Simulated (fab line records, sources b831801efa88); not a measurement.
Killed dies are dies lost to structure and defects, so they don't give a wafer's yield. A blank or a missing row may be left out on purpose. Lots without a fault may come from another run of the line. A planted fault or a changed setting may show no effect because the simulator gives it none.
Which tool did it? | flow gf180mcu | 14 lots, 42 wafers sampled, at 5 steps of a route of 602

WHAT THE GAUGES READ, wafer by wafer
GF_HV_LDD_TW_MEAS_23. Usual: HV_LDD_2_TW 1053, standard deviation 9.8.
lot  | measured     | on            | HV_LDD_2_TW             | flag
L210 | day 10 21:10 | film_metro-03 | 1045 1049 1048          |
L211 | day 11 08:25 | film_metro-03 | 1053 1050 1047          |
L213 | day 11 18:39 | film_metro-01 | 1051 1060 1057          |
L214 | day 12 04:04 | film_metro-02 | 1051 1063 1062          |
L215 | day 12 07:37 | film_metro-01 | 1053 1050 1046          |
L216 | day 12 19:50 | film_metro-02 | 1066 1061 1056          |
L217 | day 13 04:48 | film_metro-02 | 1061 1056 1057          |
L219 | day 13 21:55 | film_metro-02 | 1057 1054 1059          |
L223 | day 15 11:04 | film_metro-03 | 958 955 959 954 956 951 | OFF
L225 | day 15 20:59 | film_metro-03 | 952 952 955 950 951 954 | OFF
L224 | day 15 22:12 | film_metro-02 | 1056 1056 1057          |
L226 | day 16 01:27 | film_metro-03 | 1041 1037 1035          |
L229 | day 17 01:55 | film_metro-01 | 1048 1048 1047          |
L230 | day 17 10:22 | film_metro-01 | 1046 1056 1050          |

GF_M4_OVL_MEAS_15. Usual: M4_OVL 0 nm, standard deviation 5.5.
lot  | measured     | on         | M4_OVL (nm) | flag
L210 | day 23 13:07 | overlay-01 | 8 7 4       |
L211 | day 24 02:38 | overlay-02 | -5 -6 0     |
L213 | day 24 14:34 | overlay-01 | -6 -7 -13   |
L214 | day 25 03:58 | overlay-01 | -2 1 -1     |
L215 | day 25 05:04 | overlay-02 | 2 -1 5      |
L216 | day 25 23:16 | overlay-02 | -1 2 7      |
L217 | day 26 04:46 | overlay-02 | 5 5 12      |
L219 | day 27 00:11 | overlay-02 | -4 -4 -6    |
L223 | day 28 15:21 | overlay-02 | 5 2 5       |
L225 | day 28 20:39 | overlay-02 | 7 7 1       |
L224 | day 28 21:23 | overlay-02 | -4 -5 -6    |
L226 | day 28 22:54 | overlay-02 | 6 4 -1      |
L229 | day 29 19:09 | overlay-01 | -1 -5 -2    |
L230 | day 30 01:19 | overlay-02 | 10 -4 9     |

WHICH TOOL RAN EACH LOT (tool, then ch and the chambers of the sampled wafers, then the start)
lot  | GF_HV_LDD_IMPLANT_21            | GF_V2_CVD_02                    | GF_V3_CVD_23
L210 | implanter-02 ch 0, day 10 20:56 | pecvd-02 ch 0,1, day 19 08:52   | cvd_w-02 ch 0,1, day 22 13:40
L211 | implanter-04 ch 0, day 11 08:11 | pecvd-01 ch 1,2, day 19 22:44   | cvd_w-01 ch 0, day 23 03:21
L213 | implanter-02 ch 0, day 11 18:24 | pecvd-04 ch 0,1,2, day 20 12:20 | cvd_w-02 ch 1, day 23 15:26
L214 | implanter-01 ch 0, day 12 03:50 | pecvd-04 ch 0,1, day 21 02:55   | cvd_w-02 ch 0,1, day 24 04:23
L215 | implanter-01 ch 0, day 12 07:23 | pecvd-02 ch 1,2, day 21 04:37   | cvd_w-01 ch 0,1, day 24 06:40
L216 | implanter-02 ch 0, day 12 19:37 | pecvd-02 ch 0,2, day 21 20:34   | cvd_w-02 ch 0,1, day 25 01:10
L217 | implanter-02 ch 0, day 13 04:33 | pecvd-04 ch 0,2, day 22 06:53   | cvd_w-02 ch 0,1, day 25 06:30
L219 | implanter-02 ch 0, day 13 21:41 | pecvd-02 ch 0,1, day 23 03:55   | cvd_w-01 ch 1, day 26 02:37
L223 | implanter-02 ch 0, day 15 10:50 | pecvd-01 ch 0,1, day 25 00:17   | cvd_w-01 ch 0,1, day 27 18:33
L225 | implanter-02 ch 0, day 15 20:44 | pecvd-01 ch 0,2, day 25 04:56   | cvd_w-02 ch 0, day 28 00:13
L224 | implanter-01 ch 0, day 15 21:58 | pecvd-02 ch 1,2, day 25 05:31   | cvd_w-01 ch 0,1, day 28 00:47
L226 | implanter-01 ch 0, day 16 01:13 | pecvd-02 ch 0,1,2, day 25 07:11 | cvd_w-02 ch 0,1, day 28 02:08
L229 | implanter-01 ch 0, day 17 01:40 | pecvd-01 ch 1,2, day 26 06:13   | cvd_w-01 ch 0,1, day 28 23:23
L230 | implanter-01 ch 0, day 17 10:00 | pecvd-02 ch 0,1, day 26 13:39   | cvd_w-02 ch 0,1, day 29 05:34
- GF_HV_LDD_IMPLANT_21
- GF_V2_CVD_02: deposits SiO2 from TEOS, target thk 850 nm, time 94.851 s.
- GF_V3_CVD_23: deposits W, target thk 350 nm, time 104.9 s.

WHAT THE TOOLS THEMSELVES READ (means of the sampled wafers that have a number; where no wafer has one, the mark that the record gives instead)
GF_HV_LDD_IMPLANT_21. Usual: beam_energy_keV 25.001, standard deviation 0.0078.
lot  | tool         | beam_energy_keV | flag
L210 | implanter-02 | 25.004          |
L211 | implanter-04 | 25.005          |
L213 | implanter-02 | 25.001          |
L214 | implanter-01 | 25.006          |
L215 | implanter-01 | 24.992          |
L216 | implanter-02 | 25.001          |
L217 | implanter-02 | 25.000          |
L219 | implanter-02 | 24.996          |
L223 | implanter-02 | 18.699          | OFF
L225 | implanter-02 | 18.697          | OFF
L224 | implanter-01 | 24.998          |
L226 | implanter-01 | 24.997          |
L229 | implanter-01 | 24.997          |
L230 | implanter-01 | 25.009          |

GF_V2_CVD_02. Usual: heater_power_w 635 W, standard deviation 110.
lot  | tool     | heater_power_w (W) | flag
L210 | pecvd-02 | 527                |
L211 | pecvd-01 | 609                |
L213 | pecvd-04 | 622                |
L214 | pecvd-04 | 655                |
L215 | pecvd-02 | 624                |
L216 | pecvd-02 | 543                |
L217 | pecvd-04 | 636                |
L219 | pecvd-02 | 532                |
L223 | pecvd-01 | 667                |
L225 | pecvd-01 | 741                |
L224 | pecvd-02 | 590                |
L226 | pecvd-02 | 579                |
L229 | pecvd-01 | 622                |
L230 | pecvd-02 | 602                |

GF_V3_CVD_23. Usual: heater_power_w 854 W, standard deviation 37.
lot  | tool     | heater_power_w (W) | flag
L210 | cvd_w-02 | 822                |
L211 | cvd_w-01 | 860                |
L213 | cvd_w-02 | 896                |
L214 | cvd_w-02 | 855                |
L215 | cvd_w-01 | 858                |
L216 | cvd_w-02 | 819                |
L217 | cvd_w-02 | 857                |
L219 | cvd_w-01 | 863                |
L223 | cvd_w-01 | 876                |
L225 | cvd_w-02 | 806                |
L224 | cvd_w-01 | 876                |
L226 | cvd_w-02 | 866                |
L229 | cvd_w-01 | 866                |
L230 | cvd_w-02 | 825                |

THE ANSWER, worked out from the rows above alone
Rule: a lot is off if the mean of its wafers that have a number lies more than 3 standard deviations from the usual mean. A lot without any number at a reading at which 4 lots or more have one is off too. The other lots that the step has rows for count as sound. The gauges are gone through in route order, then the tools' own readings, and for those a lot's mean is taken as printed above. The first step at which some lot is off is used, and at that step the reading that is off furthest; a lot without a number counts as furthest.
Off: L223, L225, at GF_HV_LDD_TW_MEAS_23 (HV_LDD_2_TW).
A tool fits if, at a process step before that reading, it ran every lot that is off, and no sound lot after the first of them. The gauges at GF_HV_LDD_TW_MEAS_23 aren't tried: what is off there is off at GF_HV_LDD_IMPLANT_21 too, on other tools, and a gauge's error can't cause that. One fits: implanter-02 at GF_HV_LDD_IMPLANT_21. Its last sound lot is L219 (day 13 21:41), its first lot that is off L223 (day 15 10:50): a fault that began between those two fits.
The tool's own readings at GF_HV_LDD_IMPLANT_21 bear it out: on the lots that are off they differ by more than 5 times the standard deviation of the sound lots' means. beam_energy_keV reads 18.698 there against 25.000 on the sound lots.

WHAT THE SIMULATOR HAD PUT IN
Process parameter drift: implanter-02, from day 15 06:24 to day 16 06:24, at GF_HV_LDD_IMPLANT_21. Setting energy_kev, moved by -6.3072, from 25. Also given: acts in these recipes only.
Lots struck among those shown: L223, L225. The rule above found the same.
